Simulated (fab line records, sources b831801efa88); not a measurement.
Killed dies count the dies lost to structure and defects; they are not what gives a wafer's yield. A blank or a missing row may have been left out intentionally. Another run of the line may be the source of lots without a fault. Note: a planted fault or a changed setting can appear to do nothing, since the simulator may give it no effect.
A struck lot beside a sound one :: flow sky130 :: 20 steps out of a route of 708
Sound: the wafers L308.1, L308.2, L308.4. The struck wafers were L322.2, L322.4, L322.6. Last of all comes the cause.
For every step that has rows: the tool of each side, followed by ch and its chambers, followed by its first start. Under that, the readings that differ: sound wafers :: struck wafers :: difference of the means :: sigmas: that difference in standard deviations of wafers without a fault.
alike: readings with means less than 2 such deviations apart, plus words and numbers identical on both sides. not compared: withheld readings, readings lacking a value on some wafer, bounds such as >300 that could conceal the same value, and numbers that have no deviation in the record and whose values overlap.
Wherever a step has rows on one side only, a row that says differs or no value, or a row with sigmas, the two part there. Numbers that don't overlap but have no deviation are shown without sigmas and don't part them. A reading that every wafer of one side lacks parts them only if that side has two wafers or more.

SKY_RES_XHIGH_STRIP_08: strips in O2/N2.
  sound on plasma_asher-03 ch 0,1, day 28 02:11; struck on plasma_asher-02 ch 0,1, day 32 21:31
  alike: drypump_motor_current_A, oes_product_au, strip_time_to_endpoint_s
  not compared: rf_hours_counter_h
SKY_RES_XHIGH_TW_MEAS_09:
  struck on film_metro-04, day 32 21:38; sound on film_metro-04, day 28 02:17
  alike: RES_XHIGH_TW
then, 7 steps without rows for these wafers: SKY_SD_N_DEHYDRATE_00 (time 60 s); SKY_SD_N_HMDS_01 (prime time 60 s); SKY_SD_N_COAT_02 (resist thk 1140 nm); SKY_SD_N_SOFTBAKE_03 (time 60 s); SKY_SD_N_EXPOSE_04 (exposes mask NSDM, target cd 380 nm); SKY_SD_N_PEB_05; SKY_SD_N_DEVELOP_06 (develop time 60 s).
SKY_SD_N_CD_MEAS_07: the cd target is 380 nm.
  struck on cd_sem-02, day 34 00:37; sound on cd_sem-01, day 29 06:29
reading: cd_nm (nm)
sound: 377 375 374
struck: 384 385 384
difference: +9
sigmas: +3
SKY_SD_N_OVL_MEAS_08:
  struck on overlay-02, day 34 00:43; sound on overlay-02, day 29 06:37
  alike: SD_N_OVL
then, 1 step without rows for these wafers: SKY_SD_N_IMPLANT_09.
SKY_SD_N_IMPLANT_10:
  sound on implanter-03 ch 0, day 29 06:47; struck on implanter-03 ch 0, day 34 01:14
SKY_SD_N_STRIP_11: strips in O2/N2.
  sound on plasma_asher-02 ch 0,1, day 29 06:56; struck on plasma_asher-03 ch 0,1, day 34 01:22
  alike: drypump_motor_current_A, oes_product_au, strip_time_to_endpoint_s
  not compared: rf_hours_counter_h
SKY_SD_N_TW_MEAS_12:
  struck on film_metro-02, day 34 01:28; sound on film_metro-02, day 29 07:02
  alike: SD_N_TW
then, 1 step without rows for these wafers: SKY_SD_N_CLEAN_13 (cleans in SC1/SC2, time 150 s).
SKY_SD_N_RTA_14: time 2 s.
  sound on rtp_anneal-01 ch 0, day 29 07:10; struck on rtp_anneal-01 ch 0, day 34 01:35
reading: chamber_o2_ppm
sound: 2.011 2.027 2.021
struck: 1.966 1.937 2.000
difference: -0.052
sigmas: -2
  alike: lamp_power_pct, wafer_temp_C_max
SKY_SD_N_RS_MEAS_16: measurement is done with a four-point probe.
  struck on film_metro-04, day 34 01:46; sound on film_metro-01, day 29 07:20
reading: SD_N_RS (ohm/sq)
sound: 68.60 68.69 68.67
struck: 65.98 66.03 65.98
difference: -2.66
sigmas: -19
SKY_SD_N_RS_MEAS_17: measurement is done with a four-point probe.
  struck on film_metro-04, day 34 01:53; sound on film_metro-01, day 29 07:27
  alike: SD_P_RS
-- here the record skips 16 days between the struck wafers' starts before and after, leaving off in module SD_N and picking up in module PAD_OPEN (first step shown: number 708 of the route) --
SKY_PAD_OPEN_PROBE_99:
  struck on prober-01, day 50 03:00; sound on prober-01, day 46 19:04
reading: model.etest.sonos_uncharged.r_on_ohm_um
sound: 807.8 840.8 819.4
struck: 790 804.5 804.8
difference: -23
sigmas: 

reading: model.etest.res_ndiff.rs_ohm_sq
sound: 119.2 118.9 118.9
struck: 115.6 115.7 115.6
difference: -3.4
sigmas: 

reading: model.etest.res_ndiff_hv.rs_ohm_sq
sound: 112.3 113.8 113.6
struck: 110.1 109.5 109.5
difference: -3.5
sigmas: 
  alike: killed_at_M0_to_M3, killed_at_M4_up, killed_at_contacts, killed_at_front_end, killed_at_other, killed_dies, killed_open, killed_short

## WHERE THEY PART
Last at SKY_SD_N_RS_MEAS_16 as far as this record goes, first at SKY_SD_N_CD_MEAS_07. Later steps at which nothing parts them and some readings are alike: SKY_SD_N_RS_MEAS_17, SKY_PAD_OPEN_PROBE_99.

WHY: the cause the simulator had injected
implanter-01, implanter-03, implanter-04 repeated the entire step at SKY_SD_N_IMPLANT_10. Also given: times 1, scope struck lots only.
